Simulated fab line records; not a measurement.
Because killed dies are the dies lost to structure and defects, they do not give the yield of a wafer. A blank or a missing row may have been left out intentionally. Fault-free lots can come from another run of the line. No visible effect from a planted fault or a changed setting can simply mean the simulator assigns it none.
A lot that was struck, set against a sound lot -- flow sky130 -- 17 steps out of a route of 708
Sound: these wafers, L211.4, L211.5, L211.6. Wafers L220.3, L220.5, L220.6 were the ones struck. At the end, the cause is stated.
Per side, at each step with rows, come the tool, then ch with its chambers, and then its first start. Under that, the readings that differ: sound wafers -- struck wafers -- difference of the means -- sigmas: that difference in standard deviations of wafers without a fault.
alike: same words and numbers on both sides, and readings whose means sit less than 2 such deviations apart. not compared: any withheld reading, any reading some wafer has no value for, any bound like >300 that may hide the same value, and any number with overlapping values for which the record gives no deviation.
A row with sigmas, a row that says differs or no value, or rows on one side alone: a step with any of these is where the two part. Non-overlapping numbers with no deviation appear without sigmas and do not part them. A reading missing from all wafers of one side parts the sides only when that side holds two or more wafers.

SKY_LDD_P_OVL_MEAS_08:
  sound on overlay-01, day 20 10:39; struck on overlay-02, day 23 15:08
  alike: LDD_P_OVL
then, 1 step without rows for these wafers: SKY_LDD_P_IMPLANT_09.
SKY_LDD_P_STRIP_10: strips in O2/N2.
  sound on plasma_asher-04 ch 0,1, day 20 10:51; struck on plasma_asher-01 ch 0,1, day 23 15:20
  alike: drypump_motor_current_A, n2_flow_sccm, oes_product_au, strip_time_to_endpoint_s
  not compared: rf_hours_counter_h
SKY_LDD_P_TW_MEAS_11:
  sound on film_metro-02, day 20 10:57; struck on film_metro-04, day 23 15:26
  alike: LDD_P_TW
then, 7 steps without rows for these wafers: SKY_LDD_HVN_DEHYDRATE_00 (time 60 s); SKY_LDD_HVN_HMDS_01 (prime time 60 s); SKY_LDD_HVN_COAT_02 (resist thk 300 nm); SKY_LDD_HVN_SOFTBAKE_03 (time 60 s); SKY_LDD_HVN_EXPOSE_04 (exposes mask HVNTM, target cd 700 nm); SKY_LDD_HVN_PEB_05; SKY_LDD_HVN_DEVELOP_06 (develop time 60 s).
SKY_LDD_HVN_OVL_MEAS_07:
  sound on overlay-02, day 21 16:34; struck on overlay-01, day 24 20:59
  alike: LDD_HVN_OVL
SKY_LDD_HVN_IMPLANT_08:
  sound on implanter-01 ch 0, day 21 16:40; struck on implanter-01 ch 0, day 24 21:03
reading,sound,struck,difference,sigmas
beam_energy_keV,59.963 59.996 59.984,77.286 77.258 77.272,+17.291,+99 or more
model.implant.rp_nm (nm),57.14 57.14 57.14,72.53 72.53 72.53,+15.39,
model.implant.drp_nm (nm),28.15 28.15 28.15,35.01 35.01 35.01,+6.86,
SKY_LDD_HVN_STRIP_09: strips in O2/N2.
  sound on plasma_asher-04 ch 0,1, day 21 16:46; struck on plasma_asher-04 ch 0,1, day 24 21:11
reading,sound,struck,difference,sigmas
n2_flow_sccm (sccm),298.9 298.6 298.9,300.5 302.0 301.7,+2.6,+3
  alike: drypump_motor_current_A, oes_product_au, strip_time_to_endpoint_s
  not compared: rf_hours_counter_h
SKY_LDD_HVN_TW_MEAS_10:
  sound on film_metro-01, day 21 16:52; struck on film_metro-03, day 24 21:16
reading,sound,struck,difference,sigmas
LDD_HVN_TW,1417 1417 1419,1531 1543 1540,+120,+10
then, 1 step without rows for these wafers: SKY_LDD_HVP_DEHYDRATE_00 (time 60 s).
-- the record jumps here: 24 days lie between the struck wafers' starts before and after (it left off in module LDD_HVP and takes up again in module PAD_OPEN, whose first step shown is number 708 of the route) --
SKY_PAD_OPEN_PROBE_99:
  sound on prober-01, day 46 15:35; struck on prober-02, day 48 19:59
reading,sound,struck,difference,sigmas
model.etest.tip_n_5v.rs_ohm_sq,1386 1376,1277 1276 1275,-105,
model.etest.nfet_g5v0d10v5.r_on_ohm_um,1902 1920,1842 1856 1828,-69,
model.etest.nfet_g5v0d10v5.drive_ua_um,599.1 598.9,615.6 607.5 613.2,+13.1,
model.etest.nfet_g5v0d10v5.vt_sat_v (V),0.7634 0.7594,0.7356 0.7463 0.7366,-0.0219,
  alike: killed_at_M0_to_M3, killed_at_M4_up, killed_at_contacts, killed_at_front_end, killed_at_other, killed_dies, killed_open, killed_short
  not compared: model.etest.nfet_g5v0d10v5.vt_v

== WHERE THEY PART ==
Last at SKY_LDD_HVN_TW_MEAS_10 as far as this record goes, first at SKY_LDD_HVN_IMPLANT_08. Later steps at which nothing parts them and some readings are alike: SKY_PAD_OPEN_PROBE_99.

WHY: what had been put in by the simulator
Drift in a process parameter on implanter-01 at SKY_LDD_HVN_IMPLANT_08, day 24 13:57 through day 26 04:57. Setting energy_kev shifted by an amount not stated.
